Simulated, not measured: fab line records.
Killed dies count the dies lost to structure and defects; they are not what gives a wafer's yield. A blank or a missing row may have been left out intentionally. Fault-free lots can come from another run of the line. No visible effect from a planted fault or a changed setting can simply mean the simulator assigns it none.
A struck lot beside a sound one :: flow sky130 :: 17 out of 708 route steps
Sound: these wafers, L711.2, L711.3, L711.4. Struck: wafer L716.1 (left out: L716.2, a lot-mate that was not struck); the cause follows at the end.
Each step with rows lists, per side, the tool, then ch with its chambers, then its first start. Under that, the readings that differ: sound wafers :: struck wafers :: difference of the means :: sigmas: that difference in standard deviations of wafers without a fault.
alike: readings whose means differ by less than 2 such deviations, and words and numbers that are the same on both sides. not compared: withheld readings, readings that some wafer has no value for, bounds like >300 that may hide the same value, and numbers for which the record gives no deviation and whose values overlap.
Wherever a step has rows on one side only, a row that says differs or no value, or a row with sigmas, the two part there. Numbers that have no deviation but don't overlap get no sigmas and don't part them. Lack of a reading on every wafer of one side parts them only where that side has two or more wafers.

first, 3 steps without rows for these wafers: SKY_VIA1_EXPOSE_09 (exposes mask VIM, target cd 150 nm); SKY_VIA1_PEB_10; SKY_VIA1_DEVELOP_11 (develop time 60 s).
SKY_VIA1_CD_MEAS_12 targets a cd of 150 nm.
  sound: cd-sem-01 at day 36 16:28; struck: cd-sem-01 at day 38 13:28
  alike: cd-nm
SKY_VIA1_OVL_MEAS_13:
  sound: overlay-02 at day 36 16:35; struck: overlay-02 at day 38 13:35
  alike: VIA1_OVL
SKY_VIA1_ETCH_14: etches BARC in N2/H2, stops on SiO2, time 45.9 s, target depth 60 nm.
  sound on rie-diel-04 ch 0,2,3, day 36 16:37; struck on rie-diel-02 ch 0, day 38 13:37
reading: oes-product-au (a.u.)
sound: 0.860 0.850 0.860
struck: 0.868
difference: +0.011
sigmas: +2
  alike: drypump-motor-current-A, throttle-valve-pct
  not compared: rf-hours-counter-h
SKY_VIA1_ETCH_15: etches SiO2 in C4F8/O2/Ar, stops on TiN, target depth 351 nm, time 54 s.
  sound on rie-diel-04 ch 0,2,3, day 36 16:39; struck on rie-diel-02 ch 0, day 38 13:40
  alike: oes-product-au
  not compared: rf-hours-counter-h
SKY_VIA1_STRIP_16: strips in O2/N2.
  sound on plasma-asher-02 ch 0,1, day 36 16:42; struck on plasma-asher-03 ch 0, day 38 13:43
  alike: drypump-motor-current-A, oes-product-au, strip-time-to-endpoint-s
  not compared: rf-hours-counter-h
then, 3 steps without rows for these wafers: SKY_VIA1_STRIP_17 (strips in post etch residue remover, time 1200 s); SKY_VIA1_CLEAN_18 (cleans in IPA, time 180 s); SKY_VIA1_CLEAN_19 (cleans in O3/DIW).
SKY_VIA1_SPUTTER_20: material TiN, target thk 20 nm, time 80 s.
  sound: pvd-sputter-01 at day 36 17:23; struck: pvd-sputter-02 at day 38 14:19
  alike: throttle-valve-pct
SKY_VIA1_CVD_21: deposits W, target thk 270 nm, time 80.902 s.
  sound on cvd-w-01 ch 0,1, day 36 17:27; struck on cvd-w-01 ch 1, day 38 14:22
reading: model.W_of_VIA1_CVD_21.thk-nm (nm)
sound: 267.4 271.3 268
struck: 418.1
difference: +149.2
sigmas: 
  alike: heater-power-outer-w, heater-power-w
  not compared: since-wet-clean-h
SKY_VIA1_RS_MEAS_22: a four-point-probe measurement.
  sound: film-metro-03 at day 36 17:34; struck: film-metro-03 at day 38 14:28
reading: VIA1_W_RS (ohm/sq)
sound: 0.431 0.425 0.431
struck: 0.274
difference: -0.155
sigmas: -34
SKY_VIA1_THK_MEAS_23: measures by xrf.
  sound: film-metro-03 at day 36 17:41; struck: film-metro-03 at day 38 14:35
reading: VIA1_W_THK (nm)
sound: 270 274 271
struck: 420
difference: +148
sigmas: +46
SKY_VIA1_CMP_24: polishes, stops on SiO2, t overpolish 15 s, target thk 0 nm.
  sound on cmp-02 ch 0,2,3, day 36 17:47; struck on cmp-02 ch 3, day 38 14:41
reading: time-to-endpoint-s (s)
sound: 64 62 69
struck: 104
difference: +39
sigmas: +11
  alike: motor-current-A
SKY_METAL2_SPUTTER_00: material Ti, target thk 15 nm, time 10 s.
  sound: pvd-sputter-02 at day 36 18:02; struck: pvd-sputter-03 at day 38 14:56
  alike: throttle-valve-pct

== WHERE THEY PART ==
Earliest at SKY_VIA1_ETCH_14; latest, in this record, at SKY_VIA1_CMP_24. Later steps at which nothing parts them and some readings are alike: SKY_METAL2_SPUTTER_00.

WHY: whatever the simulator had introduced
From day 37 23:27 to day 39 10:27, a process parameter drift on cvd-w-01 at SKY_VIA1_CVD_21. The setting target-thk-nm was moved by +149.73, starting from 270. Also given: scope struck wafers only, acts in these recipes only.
